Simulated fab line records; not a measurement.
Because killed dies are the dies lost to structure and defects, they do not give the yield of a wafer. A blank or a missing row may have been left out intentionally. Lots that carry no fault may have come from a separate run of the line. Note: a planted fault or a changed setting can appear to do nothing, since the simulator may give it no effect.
Which tool was responsible? + flow sky130 + 39 wafers from 13 lots sampled at 4 of the route's 708 steps

WHAT THE GAUGES READ, wafer by wafer
SKY_FIELD_ISO_THK_MEAS_25.
| lot  | measured    | on            | FIELD_ISO_CVD_24_THK (nm) |
|------|-------------|---------------|---------------------------|
| L148 | day 2 17:49 | film_metro-04 | 594 581 593               |
| L149 | day 2 22:44 | film_metro-03 | 591 593 599               |
| L150 | day 3 04:56 | film_metro-03 | 587 588 586               |
| L152 | day 3 14:57 | film_metro-01 | 596 588 587               |
| L153 | day 3 22:07 | film_metro-03 | 597 599 591               |
| L155 | day 4 05:16 | film_metro-03 | 592 587 594               |
| L156 | day 4 12:57 | film_metro-03 | 603 587 595               |
| L157 | day 4 16:54 | film_metro-04 | 599 595 593               |
| L159 | day 5 01:25 | film_metro-04 | 597 602 594               |
| L160 | day 5 10:36 | film_metro-03 | 591 602 590               |
| L163 | day 6 01:45 | film_metro-03 | 617 594 604               |
| L164 | day 6 11:29 | film_metro-03 | 612 609 599               |
| L168 | day 7 01:53 | film_metro-01 | 599 595 603               |

SKY_RES_PROTECT_TW_MEAS_08.
| lot  | measured     | on            | POLY_GATE_TW   |
|------|--------------|---------------|----------------|
| L148 | day 15 17:55 | film_metro-02 | 3981 3964 3974 |
| L149 | day 15 22:12 | film_metro-02 | 3980 3998 3976 |
| L150 | day 16 14:21 | film_metro-02 | 4006 3994 3977 |
| L152 | day 17 05:56 | film_metro-02 | 3972 3976 3970 |
| L153 | day 17 19:14 | film_metro-03 | 4019 4036 4024 |
| L155 | day 18 04:47 | film_metro-03 | 4015 4009 3997 |
| L156 | day 18 16:42 | film_metro-02 | 4019 4001 3999 |
| L157 | day 19 01:24 | film_metro-02 | 3978 3987 3972 |
| L159 | day 22 01:45 | film_metro-04 | 4067 4059 4080 |
| L160 | day 22 17:58 | film_metro-03 | 4015 3996 4006 |
| L163 | day 21 22:07 | film_metro-03 | 3991 3981 3985 |
| L164 | day 25 03:10 | film_metro-02 | 4017 4002 4031 |
| L168 | day 23 04:40 | film_metro-04 | 4048 4046 4034 |

EACH LOT AND THE TOOL THAT RAN IT (in order: tool; ch and the chambers of the sampled wafers; start)
| lot  | SKY_SONOS_ONO_STRIP_17               | SKY_GATE_OXIDE_OXIDATION_01   |
|------|--------------------------------------|-------------------------------|
| L148 | plasma_asher-01 ch 0,1, day 13 06:32 | furnace-02 ch 0, day 13 08:01 |
| L149 | plasma_asher-04 ch 0,1, day 13 11:22 | furnace-01 ch 0, day 13 12:40 |
| L150 | plasma_asher-03 ch 0,1, day 14 00:52 | furnace-01 ch 0, day 14 01:46 |
| L152 | plasma_asher-03 ch 0,1, day 14 16:51 | furnace-01 ch 0, day 14 18:07 |
| L153 | plasma_asher-04 ch 0,1, day 15 03:52 | furnace-02 ch 0, day 15 05:17 |
| L155 | plasma_asher-04 ch 0,1, day 15 12:25 | furnace-01 ch 0, day 15 13:39 |
| L156 | plasma_asher-01 ch 0,1, day 16 00:02 | furnace-01 ch 0, day 16 00:55 |
| L157 | plasma_asher-01 ch 0,1, day 16 08:22 | furnace-02 ch 0, day 16 08:35 |
| L159 | plasma_asher-04 ch 0,1, day 16 18:42 | furnace-01 ch 0, day 19 06:55 |
| L160 | plasma_asher-04 ch 0,1, day 17 13:11 | furnace-02 ch 0, day 20 01:25 |
| L163 | plasma_asher-01 ch 0,1, day 19 02:40 | furnace-02 ch 0, day 19 02:52 |
| L164 | plasma_asher-03 ch 0,1, day 19 20:33 | furnace-01 ch 0, day 22 09:04 |
| L168 | plasma_asher-01 ch 0,1, day 20 07:29 | furnace-02 ch 0, day 20 09:23 |
- SKY_SONOS_ONO_STRIP_17: strips in O2/N2.
- SKY_GATE_OXIDE_OXIDATION_01: stabilise 600 s, purge 300 s, target thk 10.268 nm.

AS READ BY THE TOOLS THEMSELVES (means over the sampled wafers that have a number; for cases with no such wafer, the mark the record gives instead)
SKY_SONOS_ONO_STRIP_17.
| lot  | tool            | drypump_motor_current_A (A) | oes_product_au (a.u.) | strip_time_to_endpoint_s (s) |
|------|-----------------|-----------------------------|-----------------------|------------------------------|
| L148 | plasma_asher-01 | 5.30                        | 0.710                 | 14.12                        |
| L149 | plasma_asher-04 | 5.50                        | 0.710                 | 14.08                        |
| L150 | plasma_asher-03 | 5.60                        | 0.709                 | 14.05                        |
| L152 | plasma_asher-03 | 5.61                        | 0.709                 | 14.06                        |
| L153 | plasma_asher-04 | 5.58                        | 0.704                 | 14.10                        |
| L155 | plasma_asher-04 | 5.59                        | 0.707                 | 14.11                        |
| L156 | plasma_asher-01 | 5.40                        | 0.714                 | 14.15                        |
| L157 | plasma_asher-01 | 5.31                        | 0.712                 | 14.06                        |
| L159 | plasma_asher-04 | 5.58                        | 0.709                 | 14.09                        |
| L160 | plasma_asher-04 | 5.60                        | 0.715                 | 14.05                        |
| L163 | plasma_asher-01 | 5.41                        | 0.710                 | 14.09                        |
| L164 | plasma_asher-03 | 5.79                        | 0.709                 | 14.08                        |
| L168 | plasma_asher-01 | 5.33                        | 0.708                 | 14.06                        |

SKY_GATE_OXIDE_OXIDATION_01.
| lot  | tool       | spike_tc_bottom_C (C) | zone_power_top_pct (%) | zone_power_upper_pct (%) |
|------|------------|-----------------------|------------------------|--------------------------|
| L148 | furnace-02 | 925.1                 | 33.5                   | 17.3                     |
| L149 | furnace-01 | 919.9                 | 32.2                   | 16.5                     |
| L150 | furnace-01 | 920.2                 | 32.6                   | 16.7                     |
| L152 | furnace-01 | 920.3                 | 32.4                   | 16.5                     |
| L153 | furnace-02 | 923.6                 | 33.4                   | 17.4                     |
| L155 | furnace-01 | 920.5                 | 32.4                   | 16.3                     |
| L156 | furnace-01 | 920.0                 | 32.1                   | 16.6                     |
| L157 | furnace-02 | 924.2                 | 33.0                   | 17.4                     |
| L159 | furnace-01 | 919.6                 | 32.4                   | 16.6                     |
| L160 | furnace-02 | 923.2                 | 33.5                   | 17.5                     |
| L163 | furnace-02 | 923.9                 | 33.4                   | 17.5                     |
| L164 | furnace-01 | 919.8                 | 32.5                   | 16.7                     |
| L168 | furnace-02 | 923.0                 | 33.6                   | 17.6                     |

THE ANSWER, worked out from the rows above alone
Rule: the usual values come from the lots themselves. Put in order of their means at a reading, lots are off if they are a third of the lots or fewer, leave a main group of 4 or more, and stand apart from it by a gap of 3 or more times the standard deviation of the main group's means; of several such gaps the widest counts. Not used: any main group whose means are identical at the precision the tables above print for the reading. Also off: a lot with no number at a reading for which 4 or more lots have one. Where the step has rows for the other lots, those lots are counted as sound. After the gauges, taken in route order, come the tools' own readings; for these a lot's mean is taken, as printed above. The first step at which some lot is off is used, and at that step the reading that is off furthest; a lot without a number counts as furthest.
Across all readings shown, no lot is off: no conclusion can be drawn from this.

WHAT WAS PUT IN BY THE SIMULATOR
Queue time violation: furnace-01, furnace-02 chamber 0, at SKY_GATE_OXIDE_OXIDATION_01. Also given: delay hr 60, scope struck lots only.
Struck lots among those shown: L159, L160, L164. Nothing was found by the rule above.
